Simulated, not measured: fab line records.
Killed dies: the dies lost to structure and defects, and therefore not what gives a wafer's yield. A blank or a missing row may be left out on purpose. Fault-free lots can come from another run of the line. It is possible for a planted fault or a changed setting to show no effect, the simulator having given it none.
The same fault as seen by 2 desks    flow sky130    every desk sees just its own numbers, and what lay behind them comes last

AT THE METROLOGY DESK
What the gauges read, lot by lot, whatever tool the lot ran on: means of the sampled wafers that have a number. Any lot whose mean is over 4 standard deviations away from the usual mean is out of limits and marked OUT; that distance is given in the brackets.
Columns: A = cd nm at SKY_LOCAL_INTERCONNECT_CD_MEAS_11, usual 169.8 nm; B = CONTACT_HDPCVD_THK at SKY_CONTACT_THK_MEAS_03, usual 564 nm; C = CONTACT_BOW at SKY_CONTACT_BOW_MEAS_05, usual 82 um
lot   first seen here  A      B              C
L568  day 30 13:14     168.8  564            79
L573  day 32 10:29     169.5  568            83
L574  day 32 21:08     167.7  561            82
L576  day 33 14:37     168.7  566            81
L578  day 34 03:49     168.5  464 (-18) OUT  76
L580  day 34 14:49     171.0  447 (-20) OUT  87
L581  day 34 16:08     169.8  458 (-19) OUT  81
L582  day 34 21:32     171.3  559            89
L585  day 36 00:52     170.1  566            76
L587  day 36 09:57     172.8  558            83
L588  day 36 14:43     169.1  565            79
L589  day 37 05:46     170.1  566            81
L591  day 37 15:58     170.8  562            76
This desk's finding: out of limits on L578, L580, L581; first on L578, day 34 04:59 (CONTACT_HDPCVD_THK at SKY_CONTACT_THK_MEAS_03). L568, L573, L574, L576, L582, L585, L587, L588, L589, L591: within limits.

THE TOOL OWNER'S DESK: hdpcvd-01
The tool's own readings at SKY_CONTACT_HDPCVD_02 (deposits SiO2, target thk 565 nm, time 94.2 s): means of the sampled wafers that have a number, for each lot that ran on this tool. Any lot whose mean is over 4 standard deviations away from the usual mean is out of limits and marked OUT; that distance is given in the brackets.
Columns: A = sih4 flow sccm at SKY_CONTACT_HDPCVD_02, usual 60.02 sccm
lot   first seen here  A
L568  day 30 14:11     60.01
L573  day 32 11:27     59.93
L574  day 32 22:05     60.07
L578  day 34 04:54     48.00 (-67) OUT
L580  day 34 15:46     48.31 (-65) OUT
L581  day 34 17:06     48.12 (-66) OUT
L589  day 37 06:53     60.03
L591  day 37 16:57     59.96
This desk's verdict: out of limits on L578, L580, L581, starting with L578 at day 34 04:54 (sih4 flow sccm at SKY_CONTACT_HDPCVD_02). L568, L573, L574, L589, L591: within limits.

PUT TOGETHER
At day 34 04:54, on L578, L580, L581, the tool owner's desk was in a position to raise an alarm.
L578, L580, L581 would have let the metrology desk raise an alarm at day 34 04:59.
SKY_CONTACT_HDPCVD_02 was run on hdpcvd-01 by each of the lots named.

WHAT WAS PUT IN BY THE SIMULATOR
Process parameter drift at SKY_CONTACT_HDPCVD_02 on hdpcvd-01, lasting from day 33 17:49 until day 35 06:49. Setting sih4 flow sccm shifted by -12 from 60. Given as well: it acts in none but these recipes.
Struck lots among those shown: L578, L580, L581.
Delay (hours) between the fault's onset and each desk's first out-of-limits reading: 11 at the tool owner's desk, 11 at the metrology desk.
